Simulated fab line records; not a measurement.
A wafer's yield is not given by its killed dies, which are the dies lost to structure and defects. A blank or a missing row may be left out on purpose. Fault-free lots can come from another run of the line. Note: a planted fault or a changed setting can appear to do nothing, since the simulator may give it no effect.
fab line records    flow sky130
record lots=7  wafers=19  lastDay=50
route steps=708 shown VIA1@470 METAL2@483 PAD_OPEN@708
lots that met no fault: taken from a fault-free run of the same line
startH: start of the lot's first displayed wafer, in hours after the record's first day    waitH: hours elapsed since this lot's preceding step    " the same as in the row above    L1.1+2: a row that stands for several wafers    - no value present, or no start provided    * or withheld: withheld    < > ~ a bound
route shown NAME@n: NAME is a module with steps in the file, n the number in the route of the first one    usual: mean and standard deviation over wafers with no fault    same: alike in all rows    chamber/n: place in a boat    sites: readings site by site    _std_site: standard deviation across them    _edge_site: the outer-site mean with the inner-site mean subtracted    radiusMm: how far each site lies from the wafer's centre    mask NAME#n: copy n    behind: the most recent tool/chamber to have shaped the wafer    hold: the reason the lot was held/the length of the hold in hours/how it ended    device: the n, p or np transistor that did not switch    end of line: tests of these same wafers at the route's end    a step given without rows: its recipe and nothing more    killed: not the wafer's yield, but the dies lost to structure and defects at the first sort    map: the dies of a wafer, with x for killed, . for not killed, _ for no die there
set.NAME: the run value of the setting; set.NAME@STEP: its run value at that earlier step    model.NAME: the simulator's own value behind a step, which no gauge read
lots seen at some steps along the route; tables by step, rows by wafer
services: a tool's chamber out of use, with start hour (startH, from the record's first day; less than 0 if before it), hours out, and reason
## steps
# step SKY_VIA1_CD_MEAS_12
# recipe targetCdNm=150
# usual cdNm=150.0/1.8
lot.wafer  tool      chamber  startH  waitH  cdNm
L719.1     cdSem-01  -        802.34  -      153.3
L719.3     "         -        "       "      153.1
L719.6     "         -        "       "      152.1
L720.1     cdSem-02  -        806.29  -      152.8
L720.2     "         -        "       "      153.1
L720.3     "         -        "       "      152.4
L724.1     cdSem-01  -        836.75  -      149.8
L724.5     "         -        "       "      150.8
L725.1     cdSem-01  -        847.75  -      148.1
L725.5     "         -        "       "      149.8
L725.6     "         -        "       "      149.2
L726.1     cdSem-01  -        849.39  -      151.5
L726.5     "         -        "       "      149.7
L733.1     cdSem-02  -        909.32  -      149.1
L733.5     "         -        "       "      150.5
L733.6     "         -        "       "      149.3
L741.1     cdSem-01  -        959.19  -      148.0
L741.3     "         -        "       "      148.2
L741.5     "         -        "       "      148.7
# step SKY_VIA1_OVL_MEAS_13
# usual VIA1_OVL=0/5
lot.wafer  tool        chamber  startH  waitH  VIA1_OVL[nm]
L719.1     overlay-02  -        802.46  0.1    5
L719.3     "           -        "       "      1
L719.6     "           -        "       "      2
L720.1     overlay-02  -        806.41  0.1    0
L720.2     "           -        "       "      -2
L720.3     "           -        "       "      5
L724.1     overlay-01  -        836.87  0.1    1
L724.5     "           -        "       "      3
L725.1     overlay-01  -        847.87  0.1    -3
L725.5     "           -        "       "      -3
L725.6     "           -        "       "      -6
L726.1     overlay-01  -        849.51  0.1    4
L726.5     "           -        "       "      2
L733.1     overlay-02  -        909.44  0.1    -4
L733.5     "           -        "       "      -4
L733.6     "           -        "       "      2
L741.1     overlay-02  -        959.31  0.1    6
L741.3     "           -        "       "      2
L741.5     "           -        "       "      1
# step SKY_VIA1_ETCH_14
# recipe chemistry=N2/H2  target=BARC  ionEnergyEv=200  sourceW=500  biasW=100  pressureMtorr=30  n2FlowSccm=100  h2FlowSccm=200  stopOn=SiO2  timeS=45.9  targetDepthA=600
# step SKY_VIA1_ETCH_15
# recipe target=SiO2  chemistry=C4F8/O2/Ar  targetDepthNm=351  stopOn=TiN  maskMaterial=KrF-thick  sourceW=1500  biasW=1200  pressureMtorr=40  c4f8FlowSccm=withheld  O2_flow_sccm=6  Ar_flow_sccm=300  timeS=54
# usual oesProductAu=0.979/0.0064
lot.wafer  tool        chamber  startH  waitH  oesProductAu  rfHoursCounterH
L719.1     rieDiel-04  1        802.54  0.0    0.988         1
L719.3     "           3        "       "      0.957         11
L719.6     "           0        "       "      0.964         -
L720.1     rieDiel-04  1        806.49  0.0    0.983         1
L720.2     "           2        "       "      0.970         17
L720.3     "           0        "       "      0.979         15
L724.1     rieDiel-02  2        836.95  0.0    0.976         9
L724.5     "           1        "       "      0.982         -
L725.1     rieDiel-02  1        847.95  0.0    0.972         1
L725.5     "           0        "       "      0.981         -
L725.6     "           1        "       "      0.982         -
L726.1     rieDiel-04  3        849.59  0.0    0.973         12
L726.5     "           2        "       "      0.967         -
L733.1     rieDiel-02  2        909.51  0.0    0.982         12
L733.5     "           0        "       "      0.980         -
L733.6     "           3        "       "      0.994         -
L741.1     rieDiel-02  0        959.39  0.0    0.967         8
L741.3     "           2        "       "      0.984         13
L741.5     "           3        "       "      0.983         -
# step SKY_VIA1_STRIP_16
# recipe chemistry=O2/N2  powerW=1400  pressureMtorr=1500  platenTempC=withheld  o2FlowSccm=3000  n2FlowSccm=300  overashFraction=0.5
# usual drypumpMotorCurrentA=5.50/0.29  n2FlowSccm=300.1/0.86  o2FlowSccm=3001/9.9  oesProductAu=0.416/0.0044  stripTimeToEndpointS=4.471/0.029
lot.wafer  tool            chamber  startH  waitH  drypumpMotorCurrentA  n2FlowSccm  o2FlowSccm  oesProductAu  rfHoursCounterH  stripTimeToEndpointS
L719.1     plasmaAsher-01  1        802.58  0.0    5.83                  300.3       3008        0.417         36               4.438
L719.3     "               0        "       "      5.34                  299.3       2996        0.417         -                4.475
L719.6     "               0        "       "      5.34                  299.1       2975        0.423         -                4.496
L720.1     plasmaAsher-02  0        806.53  0.0    6.07                  300.7       2999        0.406         7                4.448
L720.2     "               1        "       "      5.35                  301.0       3010        0.418         7                4.481
L720.3     "               0        "       "      6.06                  299.8       3005        0.415         -                4.496
L724.1     plasmaAsher-03  1        837.00  0.0    5.19                  302.0       2990        0.421         99               4.439
L724.5     "               1        "       "      5.18                  300.5       2990        0.416         -                4.451
L725.1     plasmaAsher-01  0        848.00  0.0    5.33                  299.8       3003        0.418         41               4.486
L725.5     "               1        "       "      5.85                  299.7       3000        0.414         -                4.463
L725.6     "               0        "       "      5.32                  300.6       2997        0.421         -                4.469
L726.1     plasmaAsher-01  0        849.63  0.0    5.33                  300.6       3005        0.417         41               4.482
L726.5     "               1        "       "      5.83                  299.3       2991        0.409         -                4.486
L733.1     plasmaAsher-01  0        909.56  0.0    5.34                  301.4       2989        0.412         47               4.437
L733.5     "               1        "       "      5.83                  300.3       3023        0.411         -                4.376
L733.6     "               0        "       "      5.34                  299.6       2990        0.414         -                4.389
L741.1     plasmaAsher-02  1        959.43  0.0    5.34                  301.2       3020        0.413         23               4.496
L741.3     "               0        "       "      6.05                  300.3       3001        0.418         -                4.454
L741.5     "               1        "       "      5.35                  301.9       3010        0.419         -                4.469
# step SKY_VIA1_STRIP_17
# recipe chemistry=postEtchResidueRemover  timeS=1200  tempC=72.5
# step SKY_VIA1_CLEAN_18
# recipe chemistry=IPA  timeS=180  tempC=25
# step SKY_VIA1_CLEAN_19
# recipe chemistry=O3/DIW  dry=n2Spin
# step SKY_VIA1_SPUTTER_20
# recipe material=TiN  targetThkNm=20  chamberPressurePa=5  powerW=4000  timeS=80
# usual throttleValvePct=29.3/1
lot.wafer  tool           chamber  startH  waitH  throttleValvePct
L719.1     pvdSputter-02  -        803.21  0.0    28.6
L719.3     "              -        "       "      28.4
L719.6     "              -        "       "      28.6
L720.1     pvdSputter-02  -        807.13  0.0    28.2
L720.2     "              -        "       "      28.7
L720.3     "              -        "       "      29.1
L724.1     pvdSputter-02  -        837.66  0.0    28.7
L724.5     "              -        "       "      28.5
L725.1     pvdSputter-04  -        848.60  0.0    31.5
L725.5     "              -        "       "      29.4
L725.6     "              -        "       "      29.3
L726.1     pvdSputter-04  -        850.23  0.0    31.4
L726.5     "              -        "       "      31.6
L733.1     pvdSputter-02  -        910.21  0.0    28.3
L733.5     "              -        "       "      29.0
L733.6     "              -        "       "      28.7
L741.1     pvdSputter-04  -        960.06  0.0    29.4
L741.3     "              -        "       "      29.7
L741.5     "              -        "       "      31.8
# step SKY_VIA1_CVD_21
# recipe material=W  targetThkNm=270  timeS=80.902  tempC=400  pressureTorr=40
# usual heaterPowerW=890/120
lot.wafer  tool     chamber  startH  waitH  heaterPowerW
L719.1     cvdW-01  0        803.27  0.0    986
L719.3     "        0        "       "      968
L719.6     "        0        "       "      985
L720.1     cvdW-01  0        807.19  0.0    981
L720.2     "        1        "       "      1076
L720.3     "        0        "       "      952
L724.1     cvdW-01  1        837.72  0.0    1054
L724.5     "        1        "       "      1106
L725.1     cvdW-01  0        848.66  0.0    973
L725.5     "        0        "       "      952
L725.6     "        1        "       "      1096
L726.1     cvdW-02  0        850.29  0.0    792
L726.5     "        1        "       "      781
L733.1     cvdW-02  1        910.27  0.0    788
L733.5     "        0        "       "      778
L733.6     "        1        "       "      802
L741.1     cvdW-02  1        960.13  0.0    795
L741.3     "        0        "       "      771
L741.5     "        0        "       "      790
# step SKY_VIA1_RS_MEAS_22
# recipe thkMeasGauge=four-point-probe  reads=W_of_VIA1_CVD_21+TiN_of_VIA1_SPUTTER_20
# usual VIA1_W_RS=0.429/0.0042
lot.wafer  tool          chamber  startH  waitH  VIA1_W_RS[ohm/sq]
L719.1     filmMetro-03  -        803.37  0.1    0.432
L719.3     "             -        "       "      0.433
L719.6     "             -        "       "      0.434
L720.1     filmMetro-02  -        807.28  0.1    0.432
L720.2     "             -        "       "      0.433
L720.3     "             -        "       "      0.428
L724.1     filmMetro-02  -        837.81  0.1    0.432
L724.5     "             -        "       "      0.431
L725.1     filmMetro-02  -        848.75  0.1    0.431
L725.5     "             -        "       "      0.433
L725.6     "             -        "       "      0.433
L726.1     filmMetro-02  -        850.38  0.1    0.424
L726.5     "             -        "       "      0.429
L733.1     filmMetro-02  -        910.36  0.1    0.425
L733.5     "             -        "       "      0.430
L733.6     "             -        "       "      0.431
L741.1     filmMetro-02  -        960.22  0.1    0.427
L741.3     "             -        "       "      0.435
L741.5     "             -        "       "      0.431
# step SKY_VIA1_THK_MEAS_23
# recipe thkMeasGauge=xrf  reads=W_of_VIA1_CVD_21
# usual VIA1_W_THK=270/4
lot.wafer  tool          chamber  startH  waitH  VIA1_W_THK[nm]
L719.1     filmMetro-03  -        803.49  0.1    272
L719.3     "             -        "       "      272
L719.6     "             -        "       "      271
L720.1     filmMetro-02  -        807.40  0.1    266
L720.2     "             -        "       "      267
L720.3     "             -        "       "      269
L724.1     filmMetro-02  -        837.93  0.1    264
L724.5     "             -        "       "      265
L725.1     filmMetro-02  -        848.87  0.1    266
L725.5     "             -        "       "      265
L725.6     "             -        "       "      264
L726.1     filmMetro-02  -        850.50  0.1    272
L726.5     "             -        "       "      268
L733.1     filmMetro-02  -        910.48  0.1    269
L733.5     "             -        "       "      267
L733.6     "             -        "       "      266
L741.1     filmMetro-02  -        960.34  0.1    270
L741.3     "             -        "       "      267
L741.5     "             -        "       "      268
# step SKY_VIA1_CMP_24
# recipe stopOn=SiO2  tOverpolishS=15  downForcePsi=3.5  platenRpm=60  targetThkNm=0  padVelocityMS=0.94248
# usual motorCurrentA=10.7/1  overpolishRunS=15.001/0.0094  slurryFilterDpKPa=13.50/0.13  timeToEndpointS=64/3.5
# same tOverpolishS=15
lot.wafer  tool    chamber  startH  waitH  motorCurrentA  overpolishRunS  slurryFilterDpKPa  timeToEndpointS
L719.1     cmp-02  3        803.65  0.1    10.3           15.004          13.82              57
L719.3     "       0        "       "      10.1           15.000          13.16              59
L719.6     "       2        "       "      11.0           15.008          13.49              59
L720.3     cmp-01  1        807.46  0.0    9.8            14.994          13.54              63
L720.2     "       2        "       "      9.3            15.009          13.52              63
L720.1     "       0        "       "      12.2           14.986          13.52              65
L724.1     cmp-01  3        838.14  0.2    11.9           0.045           13.54              103
L724.5     "       0        "       "      11.4           15.009          13.52              66
L725.1     cmp-01  3        848.98  0.1    12.2           0.040           13.55              103
L725.6     "       2        "       "      9.6            14.997          13.29              68
L725.5     "       3        "       "      13.0           14.992          13.65              68
L726.1     cmp-01  2        850.56  0.1    10.2           0.042           13.22              105
L726.5     "       3        "       "      12.0           15.008          13.45              66
L733.1     cmp-02  0        910.54  0.1    9.5            15.001          13.37              64
L733.5     "       0        "       "      10.2           15.005          13.18              66
L733.6     "       1        "       "      10.7           14.979          13.26              63
L741.1     cmp-01  1        960.40  0.1    9.6            15.003          13.41              62
L741.3     "       0        "       "      11.4           14.995          13.44              64
L741.5     "       2        "       "      9.7            15.025          13.50              65
# step SKY_METAL2_SPUTTER_00
# recipe material=Ti  targetThkNm=15  powerW=3000  timeS=10  chamberPressurePa=0.4
# usual throttleValvePct=29.8/0.95
lot.wafer  tool           chamber  startH  waitH  throttleValvePct
L719.1     pvdSputter-03  -        803.85  0.1    29.7
L719.3     "              -        "       "      28.0
L719.6     "              -        "       "      29.3
L720.1     pvdSputter-04  -        807.76  0.1    29.4
L720.2     "              -        "       "      31.4
L720.3     "              -        "       "      30.2
L724.5     pvdSputter-01  -        838.30  0.1    30.1
L725.5     pvdSputter-01  -        849.24  0.0    30.4
L725.6     "              -        "       "      30.4
L726.5     pvdSputter-03  -        850.88  0.0    29.3
L733.1     pvdSputter-01  -        910.84  0.2    29.7
L733.5     "              -        "       "      30.2
L733.6     "              -        "       "      30.3
L741.1     pvdSputter-03  -        960.70  0.2    28.1
L741.3     "              -        "       "      29.4
L741.5     "              -        "       "      29.2
# step SKY_PAD_OPEN_PROBE_99
# usual defectLimitedYield=82.3/1.9  killed_at_M0_to_M3=44/6.9  killed_at_M4_up=3.3/2.1  killedAtContacts=24/4.8  killedAtFrontEnd=15/4.4  killedAtOther=0.2/0.48  killedDies=87/9.5  killedOnRim=17/4  killedOpen=48/6.5  killedShort=39/6.3  sort_bin_3_pad_short=0.9/0.48  sort_bin_5_function=10.5/1.5  sort_bin_6_memory=6.3/1.1  sortNPass=405/9.5  sortYieldPct=82.3/1.9
# same grossDies=492  killedAtBackSide=0  sort_bin_4_leakage[%]=0  sort_bin_8_speed[%]=0
lot.wafer  tool       chamber  startH   waitH  defectLimitedYield[%]  killed_at_M0_to_M3  killed_at_M4_up  killedAtContacts  killedAtFrontEnd  killedAtOther  killedDies  killedOnRim  killedOpen  killedShort  sort_bin_3_pad_short[%]  sort_bin_5_function[%]  sort_bin_6_memory[%]  sortNPass  sortYieldPct[%]
L719.1     prober-02  -        1086.03  0.1    85.4                   33                  1                24                14                0              72          8            41          31           0.4                      10.0                    4.3                   420        85.4
L719.3     prober-02  -        1086.13  0.2    83.5                   42                  2                26                11                0              81          15           46          35           1.2                      9.8                     5.5                   411        83.5
L719.6     prober-02  -        1086.28  0.2    83.3                   42                  3                23                14                0              82          20           31          50           1.6                      11.2                    3.9                   410        83.3
L720.1     prober-01  -        1086.03  0.1    83.3                   39                  0                22                20                1              82          14           41          41           0.8                      9.8                     6.1                   410        83.3
L720.2     prober-01  -        1086.08  0.1    84.3                   35                  3                19                20                0              77          17           49          28           0.6                      8.9                     6.1                   415        84.3
L720.3     prober-01  -        1086.13  0.2    81.9                   47                  2                22                18                0              89          22           49          40           0.8                      11.8                    5.5                   403        81.9
L724.1     prober-02  -        1111.20  0.1    0                      442                 7                21                22                0              492         96           49          51           80.9                     12.8                    6.3                   0          0
L724.5     prober-02  -        1111.40  0.2    84.1                   31                  3                19                25                0              78          23           44          34           0.4                      10.6                    4.9                   414        84.1
L725.1     prober-01  -        1118.22  0.1    0                      451                 1                28                12                0              492         96           54          33           83.3                     10.6                    6.1                   0          0
L725.5     prober-01  -        1118.42  0.2    83.7                   34                  5                25                16                0              80          11           53          26           0.2                      9.6                     6.5                   412        83.7
L725.6     prober-01  -        1118.47  0.2    82.3                   46                  6                27                7                 1              87          11           50          36           0.4                      10.0                    7.3                   405        82.3
L726.1     prober-02  -        1119.21  0.1    0                      446                 6                21                19                0              492         96           42          53           81.5                     12.6                    5.9                   0          0
L726.5     prober-02  -        1119.41  0.2    85.2                   35                  5                24                9                 0              73          14           46          25           0.8                      7.5                     6.5                   419        85.2
L733.1     prober-01  -        1165.66  0.1    82.9                   38                  7                19                20                0              84          17           45          39           1.0                      9.3                     6.7                   408        82.9
L733.5     prober-01  -        1165.86  0.2    81.5                   51                  3                24                13                0              91          18           52          39           0.6                      10.8                    7.1                   401        81.5
L733.6     prober-01  -        1165.91  0.2    86.0                   33                  5                20                11                0              69          15           38          31           0.4                      7.9                     5.7                   423        86.0
L741.1     prober-01  -        1196.74  0.1    82.9                   39                  0                23                22                0              84          17           46          38           2.4                      9.1                     5.5                   408        82.9
L741.3     prober-01  -        1196.84  0.2    81.5                   47                  3                21                20                0              91          16           51          40           1.2                      10.2                    7.1                   401        81.5
L741.5     prober-01  -        1196.94  0.2    84.1                   36                  3                22                17                0              78          7            40          38           0.8                      8.7                     6.3                   414        84.1
# killed by level:class
L719.1 CONTACT:geometricParticle:open=12 VIA2:geometricParticle:open=6 METAL2:geometricParticle:short=6 VIA3:geometricParticle:open=6 CONTACT:geometricParticle:short=5 VIA1:geometricParticle:open=5 POLY_GATE:geometricParticle:short=4 LI_CONTACT:geometricParticle:open=3
L720.1 CONTACT:geometricParticle:open=8 VIA1:geometricParticle:open=8 CONTACT:geometricParticle:short=7 POLY_GATE:geometricParticle:short=6 FIELD_ISO:geometricParticle:open=5 POLY_GATE:geometricParticle:open=5 LOCAL_INTERCONNECT:geometricParticle:short=5 VIA1:geometricParticle:short=5
L720.2 CONTACT:geometricParticle:open=9 VIA1:geometricParticle:open=8 FIELD_ISO:geometricParticle:open=7 POLY_GATE:geometricParticle:open=6 VIA3:geometricParticle:open=6 CONTACT:geometricParticle:short=5 VIA2:geometricParticle:open=5 POLY_GATE:geometricParticle:short=4
L719.3 VIA2:geometricParticle:open=10 LOCAL_INTERCONNECT:geometricParticle:short=8 CONTACT:geometricParticle:open=8 VIA3:geometricParticle:open=8 VIA1:geometricParticle:open=6 LI_CONTACT:geometricParticle:open=5 VIA1:geometricParticle:short=5 FIELD_ISO:geometricParticle:open=4
L720.3 VIA3:geometricParticle:open=8 VIA2:geometricParticle:open=8 LI_CONTACT:geometricParticle:open=8 VIA1:geometricParticle:short=7 FIELD_ISO:geometricParticle:open=6 CONTACT:geometricParticle:open=6 CONTACT:geometricParticle:short=6 VIA1:geometricParticle:open=6
L719.6 VIA1:geometricParticle:short=10 CONTACT:geometricParticle:open=8 FIELD_ISO:geometricParticle:short=7 LI_CONTACT:geometricParticle:open=5 LOCAL_INTERCONNECT:geometricParticle:short=5 VIA2:geometricParticle:open=5 VIA2:geometricParticle:short=5 METAL3:geometricParticle:short=5
L724.1 VIA1:areaCmp=392 VIA1:geometricParticle:open=11 METAL1:geometricParticle:short=10 FIELD_ISO:geometricParticle:short=7 FIELD_ISO:geometricParticle:open=6 LI_CONTACT:geometricParticle:open=6 LOCAL_INTERCONNECT:geometricParticle:short=6 VIA3:geometricParticle:open=6
L724.5 LI_CONTACT:geometricParticle:open=8 FIELD_ISO:geometricParticle:short=6 POLY_GATE:geometricParticle:open=6 VIA1:geometricParticle:open=6 METAL1:geometricParticle:short=6 VIA2:geometricParticle:open=5 CONTACT:geometricParticle:open=5 FIELD_ISO:geometricParticle:open=4
L725.1 VIA1:areaCmp=405 METAL2:geometricParticle:short=10 VIA3:geometricParticle:open=10 LI_CONTACT:geometricParticle:open=10 CONTACT:geometricParticle:open=10 VIA1:geometricParticle:open=10 METAL1:geometricParticle:short=6 VIA2:geometricParticle:open=5
L725.5 CONTACT:geometricParticle:open=12 VIA3:geometricParticle:open=9 LI_CONTACT:geometricParticle:open=7 VIA1:geometricParticle:open=6 FIELD_ISO:geometricParticle:short=4 METAL1:geometricParticle:short=4 FIELD_ISO:geometricParticle:open=3 CONTACT:geometricParticle:short=3
L725.6 CONTACT:geometricParticle:open=12 VIA1:geometricParticle:open=9 VIA3:geometricParticle:open=8 VIA3:geometricParticle:short=7 VIA2:geometricParticle:open=7 LI_CONTACT:geometricParticle:open=6 CONTACT:geometricParticle:short=6 LOCAL_INTERCONNECT:geometricParticle:short=3
L726.1 VIA1:areaCmp=397 METAL2:geometricParticle:short=9 METAL1:geometricParticle:short=8 POLY_GATE:geometricParticle:short=7 VIA2:geometricParticle:open=7 VIA1:geometricParticle:open=7 CONTACT:geometricParticle:open=6 LI_CONTACT:geometricParticle:open=5
L726.5 VIA2:geometricParticle:open=11 METAL1:geometricParticle:short=9 VIA1:geometricParticle:open=9 CONTACT:geometricParticle:open=8 LI_CONTACT:geometricParticle:open=7 FIELD_ISO:geometricParticle:open=5 CONTACT:geometricParticle:short=5 METAL4:geometricParticle:short=3
L733.1 VIA1:geometricParticle:open=11 CONTACT:geometricParticle:open=7 FIELD_ISO:geometricParticle:open=6 FIELD_ISO:geometricParticle:short=6 POLY_GATE:geometricParticle:short=5 LI_CONTACT:geometricParticle:open=5 METAL1:geometricParticle:short=5 VIA1:geometricParticle:short=5
L733.5 VIA1:geometricParticle:open=14 CONTACT:geometricParticle:open=10 VIA3:geometricParticle:open=9 VIA1:geometricParticle:short=5 METAL2:geometricParticle:short=5 VIA2:geometricParticle:open=5 FIELD_ISO:geometricParticle:short=4 POLY_GATE:geometricParticle:short=4
L733.6 VIA1:geometricParticle:open=11 CONTACT:geometricParticle:open=8 VIA1:geometricParticle:short=6 VIA3:geometricParticle:open=5 FIELD_ISO:geometricParticle:short=4 LOCAL_INTERCONNECT:geometricParticle:short=4 POLY_GATE:geometricParticle:open=4 LI_CONTACT:geometricParticle:open=4
L741.1 VIA1:geometricParticle:open=9 FIELD_ISO:geometricParticle:short=7 CONTACT:geometricParticle:open=7 POLY_GATE:geometricParticle:open=6 LI_CONTACT:geometricParticle:open=6 VIA1:geometricParticle:short=5 VIA3:geometricParticle:open=5 LI_CONTACT:geometricParticle:short=4
L741.3 VIA1:geometricParticle:open=15 VIA2:geometricParticle:open=10 METAL2:geometricParticle:short=8 CONTACT:geometricParticle:open=7 POLY_GATE:geometricParticle:short=6 LOCAL_INTERCONNECT:geometricParticle:short=6 FIELD_ISO:geometricParticle:short=5 POLY_GATE:geometricParticle:open=5
L741.5 CONTACT:geometricParticle:open=8 VIA1:geometricParticle:open=7 LI_CONTACT:geometricParticle:open=5 METAL1:geometricParticle:short=5 CONTACT:geometricParticle:short=5 VIA3:geometricParticle:open=5 VIA2:geometricParticle:open=5 METAL2:geometricParticle:short=4
# map L724.1 (x killed, . not)
__________xxxxxxxxxx_________
________xxxxxxxxxxxxxx_______
______xxxxxxxxxxxxxxxxxx_____
_____xxxxxxxxxxxxxxxxxxxx____
____xxxxxxxxxxxxxxxxxxxxxx___
___xxxxxxxxxxxxxxxxxxxxxxxx__
__xxxxxxxxxxxxxxxxxxxxxxxxxx_
_xxxxxxxxxxxxxxxxxxxxxxxxxxxx
_xxxxxxxxxxxxxxxxxxxxxxxxxxxx
_xxxxxxxxxxxxxxxxxxxxxxxxxxxx
_xxxxxxxxxxxxxxxxxxxxxxxxxxxx
_xxxxxxxxxxxxxxxxxxxxxxxxxxxx
_xxxxxxxxxxxxxxxxxxxxxxxxxxxx
_xxxxxxxxxxxxxxxxxxxxxxxxxxxx
_xxxxxxxxxxxxxxxxxxxxxxxxxxxx
__xxxxxxxxxxxxxxxxxxxxxxxxxx_
___xxxxxxxxxxxxxxxxxxxxxxxx__
____xxxxxxxxxxxxxxxxxxxxxx___
_____xxxxxxxxxxxxxxxxxxxx____
______xxxxxxxxxxxxxxxxxx_____
________xxxxxxxxxxxxxx_______
__________xxxxxxxxxx_________
# map L725.1 (x killed, . not)
__________xxxxxxxxxx_________
________xxxxxxxxxxxxxx_______
______xxxxxxxxxxxxxxxxxx_____
_____xxxxxxxxxxxxxxxxxxxx____
____xxxxxxxxxxxxxxxxxxxxxx___
___xxxxxxxxxxxxxxxxxxxxxxxx__
__xxxxxxxxxxxxxxxxxxxxxxxxxx_
_xxxxxxxxxxxxxxxxxxxxxxxxxxxx
_xxxxxxxxxxxxxxxxxxxxxxxxxxxx
_xxxxxxxxxxxxxxxxxxxxxxxxxxxx
_xxxxxxxxxxxxxxxxxxxxxxxxxxxx
_xxxxxxxxxxxxxxxxxxxxxxxxxxxx
_xxxxxxxxxxxxxxxxxxxxxxxxxxxx
_xxxxxxxxxxxxxxxxxxxxxxxxxxxx
_xxxxxxxxxxxxxxxxxxxxxxxxxxxx
__xxxxxxxxxxxxxxxxxxxxxxxxxx_
___xxxxxxxxxxxxxxxxxxxxxxxx__
____xxxxxxxxxxxxxxxxxxxxxx___
_____xxxxxxxxxxxxxxxxxxxx____
______xxxxxxxxxxxxxxxxxx_____
________xxxxxxxxxxxxxx_______
__________xxxxxxxxxx_________
## services
tool            chamber  startH  hours  kind
rieDiel-04      2        799.75  5.8    repair
rieDiel-02      3        801.68  1.6    repair
rieDiel-02      -        803.86  1.3    repair
rieDiel-04      0        810.64  12.0   repair
cmp-01          -        814.98  0.9    repair
pvdSputter-01   -        818.33  4.8    repair
pvdSputter-02   -        819.89  1.1    repair
rieDiel-02      3        830.87  9.3    repair
cvdW-02         -        830.98  1.4    repair
cmp-01          -        844.22  3.2    pm
rieDiel-02      0        850.64  8.4    repair
rieDiel-02      2        850.67  4.4    repair
cmp-02          -        857.00  0.8    repair
rieDiel-02      1        869.04  123.3  repair
rieDiel-04      -        888.51  1.7    repair
rieDiel-04      3        894.24  13.2   repair
cvdW-01         -        904.00  14.0   pm
plasmaAsher-01  -        913.27  14.6   pm
pvdSputter-02   -        913.45  2.1    repair
pvdSputter-04   -        931.62  4.3    repair
rieDiel-04      3        940.00  16.2   repair
cvdW-02         -        940.44  0.8    repair
rieDiel-04      1        944.27  45.8   repair
pvdSputter-02   -        960.08  1.2    repair
## key
firstSign step=SKY_VIA1_CMP_24  reading=overpolishRunS  direction=down  sigmas=99+  usual=15.001  struck=0.042
effect step=SKY_VIA1_CMP_24  reading=timeToEndpointS  direction=up  sigmas=11  usual=*  struck=*
effect step=SKY_PAD_OPEN_PROBE_99  reading=sort_bin_3_pad_short  direction=up  sigmas=99+  usual=0.9  struck=81.9
moreKillsBornAt SKY_VIA1_CMP_24@cmp-01=1194
metAt SKY_VIA1_CMP_24
struckWafers L724.1,L725.1,L726.1
laterRowsLeftOut L724.1,L725.1,L726.1
onsetBetween 807.46 838.14
fault kind=processParameterDrift  tool=cmp-01  chamber=-  onsetH=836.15  steps=SKY_VIA1_CMP_24  channel=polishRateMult  offset=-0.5  shape=step  endH=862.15  scope=struckWafersOnly
# laterRowsLeftOut: the simulator's readings of these wafers behind a module that went badly wrong aren't trusted and aren't shown, but for the sort
